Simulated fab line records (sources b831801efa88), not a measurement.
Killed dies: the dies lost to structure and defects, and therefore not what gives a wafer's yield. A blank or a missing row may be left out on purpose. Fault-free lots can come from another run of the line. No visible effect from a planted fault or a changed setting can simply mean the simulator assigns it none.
Matching of chambers -- flow gf180mcu -- 3 sister chambers for GF_V4_CVD_02 on pecvd-04
The step deposits SiO2 from TEOS, target thk 850 nm, time 94.851 s. 6 wafers are shown with their chamber, then 7 later ones without.

== WAFERS PAIRED WITH THEIR CHAMBERS ==
wafer,chamber,heater-power-w (W),rf-fwd-power-W (W)
L206.5,2,745,595.1
L210.1,0,604,597.0
L210.5,2,732,593.9
L210.6,1,537,598.5
L211.3,1,661,595.8
L211.4,0,658,596.9

== WAFERS WHOSE CHAMBER IS MISSING ==
wafer,heater-power-w (W),rf-fwd-power-W (W)
L211.5,552,596.5
L215.2,696,598.2
L215.3,603,596.6
L215.4,648,595.8
L220.2,607,597.0
L220.5,601,597.7
L220.6,702,595.6

== THE CHAMBER EACH PASSED THROUGH ==
wafer,from the rows above,in truth
L211.5,can't be placed: 1 or 0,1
L215.2,can't be placed: 0 or 1 or 2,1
L215.3,can't be placed: 1 or 0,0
L215.4,can't be placed: 0 or 1 or 2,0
L220.2,can't be placed: 1 or 0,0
L220.5,can't be placed: 1 or 0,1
L220.6,can't be placed: 2 or 0 or 1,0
Correctly placed: 0 of 7. Unplaceable from these rows: 7, with the true chamber sitting among the candidates in 7. Number placed wrongly: 0.
How it was worked out, from the rows above alone: a wafer's distance from a chamber is the root of the sum, over the readings, of the square of ((its reading less the chamber's mean) divided by the reading's scatter). If the next closest chamber is less than 2 further off than the closest, the wafer can't be placed; otherwise it belongs to the closest. The mean given for a chamber averages the wafers shown for that chamber. How the scatter is found: for the shown wafers, subtract from each reading the mean of its chamber, square and add these, divide the total by (wafers less chambers), then take the root.
